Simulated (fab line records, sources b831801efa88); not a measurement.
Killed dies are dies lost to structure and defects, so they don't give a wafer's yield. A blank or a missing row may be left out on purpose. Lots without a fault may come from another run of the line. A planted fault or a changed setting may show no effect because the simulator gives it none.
One fault seen from 2 desks | flow sky130 | each desk has only its own numbers; what lay behind them comes last

THE METROLOGY DESK
What the gauges read, lot by lot, whatever tool the lot ran on: means of the sampled wafers that have a number. A lot is out of limits, marked OUT, if its mean lies more than 4 standard deviations from the usual mean; the brackets give that distance.
Columns: A = SD_P_OVL at SKY_SD_P_OVL_MEAS_08, usual 0.8 nm; B = cd_nm at SKY_SD_N_CD_MEAS_07, usual 380.4 nm; C = LI_CONTACT_HDPCVD_THK at SKY_LI_CONTACT_THK_MEAS_01, usual 934 nm
lot  | first seen here | A    | B               | C
L690 | day 25 16:23    | 1.5  | 382.2           | 946
L691 | day 25 18:29    | 0.4  | 380.4           | 936
L697 | day 28 19:47    | 0.6  | 462.2 (+33) OUT | 941
L699 | day 28 21:42    | 0.3  | 454.9 (+30) OUT | 926
L700 | day 29 00:45    | 0.5  | 458.4 (+31) OUT | 935
L702 | day 29 15:30    | 1.8  | 378.0           | 936
L704 | day 30 08:05    | 0.0  | 380.8           | 935
L706 | day 30 19:32    | 2.0  | 387.0           | 943
L707 | day 31 02:36    | -1.6 | 380.8           | 924
L708 | day 31 19:50    | 2.3  | 381.4           | 923
L709 | day 31 22:14    | -0.0 | 377.4           | 937
L710 | day 32 03:09    | 0.4  | 379.8           | 914
L711 | day 32 10:50    | -1.4 | 377.3           | 926
L712 | day 32 18:14    | 3.4  | 380.2           | 919
L713 | day 33 01:15    | 2.7  | 381.1           | 945
This desk's finding: out of limits on L697, L699, L700; first on L697, day 31 02:46 (cd_nm at SKY_SD_N_CD_MEAS_07). In limits: L690, L691, L702, L704, L706, L707, L708, L709, L710, L711, L712, L713.

THE TOOL OWNER'S DESK: litho_track-04
The tool's own readings at SKY_SD_N_COAT_02 (resist thk 1140 nm): means of the sampled wafers that have a number, for each lot that ran on this tool. A lot is out of limits, marked OUT, if its mean lies more than 4 standard deviations from the usual mean; the brackets give that distance.
Columns: A = exhaust_pa at SKY_SD_N_COAT_02, usual 44.9 Pa
lot  | first seen here | A
L690 | day 27 10:25    | 44.6
L697 | day 30 12:28    | 44.9
L699 | day 30 14:55    | 44.9
L700 | day 30 18:52    | 43.9
L712 | day 34 10:38    | 45.5
This desk's finding: nothing out of limits on any of the 5 lots.

PUT TOGETHER
The metrology desk could have raised an alarm at day 31 02:46, on L697, L699, L700.
The tool owner's desk saw nothing out of limits.
The tool owner's desk has L697, L699, L700 on record, within its limits.
Of the lots named, all ran SKY_SD_N_COAT_02 on litho_track-04.

WHAT THE SIMULATOR HAD PUT IN
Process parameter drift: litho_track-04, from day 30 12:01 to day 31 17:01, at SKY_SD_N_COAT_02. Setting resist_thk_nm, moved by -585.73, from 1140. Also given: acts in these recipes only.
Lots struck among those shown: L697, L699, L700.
Hours from the fault's start to each desk's first reading out of limits: the metrology desk, 15.
